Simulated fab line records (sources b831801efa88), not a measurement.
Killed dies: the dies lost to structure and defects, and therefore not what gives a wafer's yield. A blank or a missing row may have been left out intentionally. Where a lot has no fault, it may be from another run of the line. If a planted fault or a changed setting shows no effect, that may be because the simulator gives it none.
fab line records | flow sky130
[record] lots = 14 | wafers = 42 | lastDay = 51
route steps=708 shown CONTACT@424 PAD_OPEN@708
lots that met no fault: taken from a fault-free run of the same line
startH: start of the lot's first displayed wafer, in hours after the record's first day | waitH: hours from the lot's prior step to this one | " repeats the value in the row above | L1.1+2: several wafers, shown together as one row | - no value present, or no start provided | * or withheld: withheld | < > ~ a bound
route shown NAME@n: names a module that has steps shown in the file, with the first one's number in the route | usual: average and standard deviation across the fault-free wafers | same: alike in all rows | chamber/n: place in a boat | sites: per-site readings | _std_site: how widely they spread, as a standard deviation | _edge_site: outer sites' mean less inner sites' | radiusMm: how far each site lies from the wafer's centre | mask NAME#n: copy n | behind: the most recent tool/chamber to have shaped the wafer | hold: what put the lot on hold/how long, in hours/how the hold closed | device: transistor that didn't switch, given as n, p or np | end of line: the same wafers' tests at the end of the route | step lacking rows: just its recipe | killed: count of dies lost to structure and defects at first sort (not the wafer's yield) | map: the dies of a wafer, with x for killed, . for not killed, _ for no die there
set.NAME: the run value of the setting; set.NAME@STEP: its run value at that earlier step | model.NAME: the simulator's own value behind a step, which no gauge read
the route's steps for a sample of lots (tables are steps, rows are wafers)
services: from which hour (startH, from the record's first day; less than 0 if before it) a tool's chamber was out of use, for how many hours, and why
[[steps]]
[step SKY_CONTACT_ETCH_18]
[recipe] target = Si3N4 | chemistry = CHF3/O2 | stopOn = TiN | sourceW = 600 | biasW = 200 | pressureMtorr = 40 | chf3FlowSccm = 50 | O2_flow_sccm = 5 | timeS = 39 | targetDepthA = 750
[usual] drypumpMotorCurrentA = 5.9/0.61 | oesProductAu = 0.855/0.0073 | throttleValvePct = 8.794/0.0097
lot.wafer | tool       | chamber | startH | waitH | drypumpMotorCurrentA | oesProductAu | rfHoursCounterH | throttleValvePct
L973.2    | rieDiel-02 | 2       | 761    | -     | 5.9                  | 0.856        | 16              | 8.787
L973.5    | "          | 2       | "      | "     | 5.9                  | 0.861        | -               | 8.785
L973.6    | "          | 1       | "      | "     | 5.4                  | 0.866        | -               | 8.800
L974.1    | rieDiel-04 | 3       | 772    | -     | 6.7                  | 0.836        | 4               | 8.784
L974.3    | "          | 0       | "      | "     | 4.9                  | 0.849        | 5               | 8.788
L974.5    | "          | 3       | "      | "     | 6.7                  | 0.856        | -               | 8.809
L978.1    | rieDiel-03 | 0       | 793    | -     | 6.7                  | 0.851        | 9               | 8.795
L978.2    | "          | 1       | "      | "     | 6.3                  | 0.857        | 20              | 8.788
L978.3    | "          | 3       | "      | "     | 4.9                  | 0.857        | 11              | 8.793
L981.1    | rieDiel-02 | 2       | 812    | -     | 5.9                  | 0.705        | 18              | 8.758
L981.2    | "          | 0       | "      | "     | 6.5                  | 0.850        | 25              | 8.785
L981.3    | "          | 3       | "      | "     | 5.3                  | 0.852        | 10              | 8.782
L984.4    | rieDiel-02 | 3       | 842    | -     | 5.4                  | 0.864        | 11              | 8.792
L984.5    | "          | 3       | "      | "     | 5.4                  | 0.701        | -               | 8.762
L984.6    | "          | 0       | "      | "     | 6.5                  | 0.856        | -               | 8.789
L985.3    | rieDiel-04 | 2       | 849    | -     | 6.5                  | 0.841        | 17              | 8.793
L985.5    | "          | 0       | "      | "     | 4.9                  | 0.870        | -               | 8.789
L985.6    | "          | 3       | "      | "     | 6.7                  | 0.863        | -               | 8.802
L987.1    | rieDiel-04 | 3       | 864    | -     | 6.6                  | 0.849        | 6               | 8.790
L987.4    | "          | 0       | "      | "     | 4.9                  | 0.856        | 8               | 8.799
L987.5    | "          | 3       | "      | "     | 6.7                  | 0.858        | -               | 8.797
L988.1    | rieDiel-04 | 0       | 870    | -     | 4.9                  | 0.848        | 8               | 8.796
L988.2    | "          | 3       | "      | "     | 6.7                  | 0.847        | 7               | 8.788
L988.4    | "          | 3       | "      | "     | 6.7                  | 0.863        | -               | 8.809
L989.1    | rieDiel-04 | 0       | 878    | -     | 4.9                  | 0.859        | 8               | 8.789
L989.2    | "          | 3       | "      | "     | 6.6                  | 0.855        | 7               | 8.804
L989.3    | "          | 1       | "      | "     | 6.0                  | 0.862        | 11              | 8.789
L992.2    | rieDiel-03 | 2       | 900    | -     | 5.9                  | 0.847        | 2               | 8.803
L992.3    | "          | 3       | "      | "     | 5.0                  | 0.848        | 15              | 8.780
L992.6    | "          | 0       | "      | "     | 6.8                  | 0.844        | -               | 8.788
L993.2    | rieDiel-03 | 3       | 902    | -     | 4.9                  | 0.843        | 15              | 8.792
L993.3    | "          | 1       | "      | "     | 6.2                  | 0.839        | 24              | 8.787
L993.6    | "          | 0       | "      | "     | 6.8                  | 0.857        | -               | 8.790
L994.2    | rieDiel-04 | 0       | 910    | -     | 4.9                  | 0.847        | 9               | 8.795
L994.3    | "          | 3       | "      | "     | 6.7                  | 0.848        | 8               | 8.788
L994.6    | "          | 0       | "      | "     | 4.9                  | 0.868        | -               | 8.799
L995.4    | rieDiel-03 | 3       | 916    | -     | 4.9                  | 0.869        | 15              | 8.784
L995.5    | "          | 1       | "      | "     | 6.3                  | 0.856        | -               | 8.795
L995.6    | "          | 0       | "      | "     | 6.7                  | 0.864        | -               | 8.785
L996.1    | rieDiel-02 | 3       | 925    | -     | 5.4                  | 0.852        | 14              | 8.776
L996.3    | "          | 2       | "      | "     | 5.9                  | 0.860        | 22              | 8.794
L996.5    | "          | 3       | "      | "     | 5.4                  | 0.865        | -               | 8.803
[step SKY_CONTACT_STRIP_19]
[recipe] chemistry = O2/N2 | powerW = 1400 | pressureMtorr = 1500 | platenTempC = withheld | o2FlowSccm = 3000 | n2FlowSccm = 300 | overashFraction = 0.5
[usual] drypumpMotorCurrentA = 5.5/0.4 | oesProductAu = 0.381/0.0046 | stripTimeToEndpointS = 3.633/0.023
lot.wafer | tool           | chamber | startH | waitH | drypumpMotorCurrentA | oesProductAu | rfHoursCounterH | stripTimeToEndpointS
L973.2    | plasmaAsher-01 | 1       | 761.13 | -     | 5.1                  | 0.382        | 2               | 3.600
L973.5    | "              | 0       | "      | "     | 6.0                  | 0.382        | -               | 3.626
L973.6    | "              | 1       | "      | "     | 5.1                  | 0.380        | -               | 3.595
L974.1    | plasmaAsher-04 | 1       | 772.69 | -     | 6.1                  | 0.381        | 86              | 3.633
L974.3    | "              | 1       | "      | "     | 6.2                  | 0.382        | -               | 3.654
L974.5    | "              | 0       | "      | "     | 5.2                  | 0.381        | -               | 3.632
L978.1    | plasmaAsher-01 | 0       | 793.39 | -     | 6.0                  | 0.378        | 5               | 3.649
L978.2    | "              | 1       | "      | "     | 5.1                  | 0.377        | 5               | 3.662
L978.3    | "              | 1       | "      | "     | 5.1                  | 0.376        | -               | 3.651
L981.1    | plasmaAsher-04 | 1       | 812.78 | -     | 6.1                  | 0.399        | 90              | 4.054
L981.2    | "              | 0       | "      | "     | 5.3                  | 0.382        | 90              | 3.593
L981.3    | "              | 0       | "      | "     | 5.3                  | 0.375        | -               | 3.626
L984.4    | plasmaAsher-03 | 0       | 842.81 | -     | 5.4                  | 0.382        | -               | 3.607
L984.5    | "              | 1       | "      | "     | 5.2                  | 0.401        | -               | 4.055
L984.6    | "              | 0       | "      | "     | 5.4                  | 0.379        | -               | 3.597
L985.3    | plasmaAsher-04 | 1       | 849.48 | -     | 6.1                  | 0.385        | -               | 3.680
L985.5    | "              | 0       | "      | "     | 5.3                  | 0.385        | -               | 3.652
L985.6    | "              | 1       | "      | "     | 6.1                  | 0.385        | -               | 3.666
L987.1    | plasmaAsher-03 | 0       | 865.01 | -     | 5.4                  | 0.380        | 46              | 3.647
L987.4    | "              | 1       | "      | "     | 5.2                  | 0.382        | -               | 3.665
L987.5    | "              | 1       | "      | "     | 5.2                  | 0.390        | -               | 3.642
L988.1    | plasmaAsher-01 | 0       | 870.76 | -     | 6.0                  | 0.381        | 12              | 3.639
L988.2    | "              | 1       | "      | "     | 5.1                  | 0.384        | 12              | 3.625
L988.4    | "              | 0       | "      | "     | 6.0                  | 0.377        | -               | 3.611
L989.1    | plasmaAsher-04 | 0       | 878.24 | -     | 5.3                  | 0.377        | 96              | 3.651
L989.2    | "              | 1       | "      | "     | 6.1                  | 0.370        | 96              | 3.635
L989.3    | "              | 1       | "      | "     | 6.1                  | 0.389        | -               | 3.633
L992.2    | plasmaAsher-03 | 1       | 900.94 | -     | 5.2                  | 0.379        | 50              | 3.596
L992.3    | "              | 1       | "      | "     | 5.2                  | 0.379        | -               | 3.623
L992.6    | "              | 0       | "      | "     | 5.4                  | 0.382        | -               | 3.640
L993.2    | plasmaAsher-04 | 0       | 902.28 | -     | 5.3                  | 0.382        | 99              | 3.659
L993.3    | "              | 1       | "      | "     | 6.1                  | 0.383        | -               | 3.656
L993.6    | "              | 0       | "      | "     | 5.3                  | 0.381        | -               | 3.652
L994.2    | plasmaAsher-04 | 1       | 910.90 | -     | 6.1                  | 0.388        | 100             | 3.637
L994.3    | "              | 1       | "      | "     | 6.1                  | 0.379        | -               | 3.614
L994.6    | "              | 0       | "      | "     | 5.2                  | 0.388        | -               | 3.617
L995.4    | plasmaAsher-04 | 1       | 916.54 | -     | 6.1                  | 0.379        | -               | 3.644
L995.5    | "              | 0       | "      | "     | 5.2                  | 0.374        | -               | 3.615
L995.6    | "              | 1       | "      | "     | 6.1                  | 0.385        | -               | 3.646
L996.1    | plasmaAsher-01 | 0       | 925.66 | -     | 6.0                  | 0.382        | 18              | 3.626
L996.3    | "              | 1       | "      | "     | 5.1                  | 0.390        | -               | 3.652
L996.5    | "              | 0       | "      | "     | 6.0                  | 0.384        | -               | 3.630
[step SKY_PAD_OPEN_PROBE_99]
[usual] killed_at_M0_to_M3 = 43/6.9 | killed_at_M4_up = 3.2/1.6 | killedAtContacts = 25/5.1 | killedAtFrontEnd = 16/4.5 | killedAtOther = 0.3/0.68 | killedDies = 87/8.9 | killedOnRim = 16/3.6 | killedOpen = 48/6.9 | killedShort = 39/6.3
[same] grossDies = 492 | killedAtBackSide = 0
lot.wafer | tool      | chamber | startH  | waitH | killed_at_M0_to_M3 | killed_at_M4_up | killedAtContacts | killedAtFrontEnd | killedAtOther | killedDies | killedOnRim | killedOpen | killedShort
L981.1    | prober-02 | -       | 1141.95 | 0.1   | 42                 | 4               | 431              | 14               | 1             | 492        | 96          | 47         | 38
L981.2    | prober-02 | -       | 1142.00 | 0.1   | 45                 | 6               | 21               | 16               | 1             | 89         | 12          | 34         | 55
L981.3    | prober-02 | -       | 1142.05 | 0.2   | 53                 | 3               | 19               | 15               | 1             | 91         | 20          | 48         | 42
L984.4    | prober-01 | -       | 1164.98 | 0.2   | 36                 | 3               | 27               | 12               | 0             | 78         | 25          | 44         | 34
L984.5    | prober-01 | -       | 1165.03 | 0.2   | 28                 | 4               | 445              | 15               | 0             | 492        | 96          | 41         | 34
L984.6    | prober-01 | -       | 1165.08 | 0.2   | 36                 | 3               | 26               | 13               | 0             | 78         | 17          | 48         | 30
// killed by level:class
L981.1 CONTACT:areaEtch=407 VIA1:geometricParticle:open=10 VIA1:geometricParticle:short=9 CONTACT:geometricParticle:open=8 LI_CONTACT:geometricParticle:open=6 VIA2:geometricParticle:open=6 CONTACT:geometricParticle:short=5 POLY_GATE:geometricParticle:open=4
L981.2 VIA1:geometricParticle:open=9 VIA1:geometricParticle:short=7 METAL2:geometricParticle:short=7 FIELD_ISO:geometricParticle:short=6 VIA3:geometricParticle:open=6 METAL1:geometricParticle:short=6 LI_CONTACT:geometricParticle:open=5 METAL4:geometricParticle:short=4
L981.3 VIA1:geometricParticle:open=15 VIA1:geometricParticle:short=9 CONTACT:geometricParticle:open=8 METAL1:geometricParticle:short=7 VIA3:geometricParticle:open=7 FIELD_ISO:geometricParticle:short=6 FIELD_ISO:geometricParticle:open=6 LI_CONTACT:geometricParticle:open=5
L984.4 CONTACT:geometricParticle:open=10 VIA1:geometricParticle:open=10 METAL2:geometricParticle:short=6 VIA2:geometricParticle:open=5 CONTACT:geometricParticle:short=5 POLY_GATE:geometricParticle:short=4 LI_CONTACT:geometricParticle:short=4 FIELD_ISO:geometricParticle:open=3
L984.5 CONTACT:areaEtch=417 CONTACT:geometricParticle:open=13 LI_CONTACT:geometricParticle:short=5 VIA1:geometricParticle:open=5 VIA1:geometricParticle:short=5 VIA2:geometricParticle:open=5 POLY_GATE:geometricParticle:short=4 VIA3:geometricParticle:open=4
L984.6 VIA1:geometricParticle:open=13 CONTACT:geometricParticle:open=11 VIA2:geometricParticle:open=7 CONTACT:geometricParticle:short=6 LOCAL_INTERCONNECT:geometricParticle:short=5 FIELD_ISO:geometricParticle:short=4 METAL1:geometricParticle:short=4 VIA3:geometricParticle:open=4
[[services]]
tool           | chamber | startH | hours | kind
plasmaAsher-01 | 0       | 742.75 | -     | clean
plasmaAsher-01 | 1       | 742.75 | -     | clean
rieDiel-03     | -       | 750.94 | 2.8   | pm
plasmaAsher-03 | -       | 755.00 | 2.8   | pm
rieDiel-02     | 3       | 755.08 | 4.5   | repair
plasmaAsher-04 | -       | 764.55 | 1.2   | repair
plasmaAsher-03 | -       | 791.15 | 0.8   | repair
rieDiel-04     | 0       | 794.59 | 3.2   | repair
rieDiel-02     | 1       | 810.69 | 11.2  | repair
rieDiel-03     | 2       | 820.37 | -     | clean
rieDiel-03     | 2       | 820.37 | 15.9  | scheduledDown
rieDiel-03     | 2       | 820.37 | 15.9  | ventCycle
rieDiel-03     | 3       | 831.16 | 6.0   | repair
rieDiel-03     | 1       | 831.94 | 8.2   | repair
rieDiel-04     | 2       | 866.07 | 10.3  | repair
rieDiel-03     | 1       | 868.48 | 3.6   | repair
plasmaAsher-01 | -       | 881.08 | 1.8   | repair
rieDiel-02     | 0       | 904.76 | 2.7   | repair
rieDiel-04     | 1       | 917.45 | 14.3  | repair
rieDiel-03     | -       | 919.30 | 4.3   | pm
rieDiel-04     | 3       | 921.34 | 4.2   | repair
rieDiel-02     | 0       | 924.94 | 3.0   | repair
[[key]]
[firstSign] step = SKY_CONTACT_ETCH_18 | reading = oesProductAu | direction = down | sigmas = 21 | usual = 0.855 | struck = 0.703
[effect] step = SKY_CONTACT_ETCH_18 | reading = throttleValvePct | direction = down | sigmas = 3.5 | usual = 8.794 | struck = 8.760
[effect] step = SKY_CONTACT_STRIP_19 | reading = stripTimeToEndpointS | direction = up | sigmas = 18 | usual = * | struck = *
[effect] step = SKY_PAD_OPEN_PROBE_99 | reading = killedAtContacts | direction = up | sigmas = 82 | usual = 25 | struck = 438
[moreKillsBornAt] SKY_CONTACT_ETCH_18@rieDiel-02 = 824
metAt SKY_CONTACT_ETCH_18
struckLots L981,L984
struckWafers L981.1,L984.5
laterRowsLeftOut L981.1,L984.5
testerLeftOut L981,L984
[fault] kind = processParameterDrift | tool = rieDiel-02 | chamber = - | onsetH = 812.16 | steps = SKY_CONTACT_ETCH_18 | channel = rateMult | offset = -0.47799 | shape = step | endH = 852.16 | scope = struckWafersOnly
// testerLeftOut: of these lots the tester's yield and bins aren't shown, on N5 and GAA mostly nor the transistor test; their killed dies are dies lost to structure and defects alone, not to doping, threshold or leakage, so they don't give the yield
// laterRowsLeftOut: the simulator's readings of these wafers behind a module that went badly wrong aren't trusted and aren't shown, but for the sort
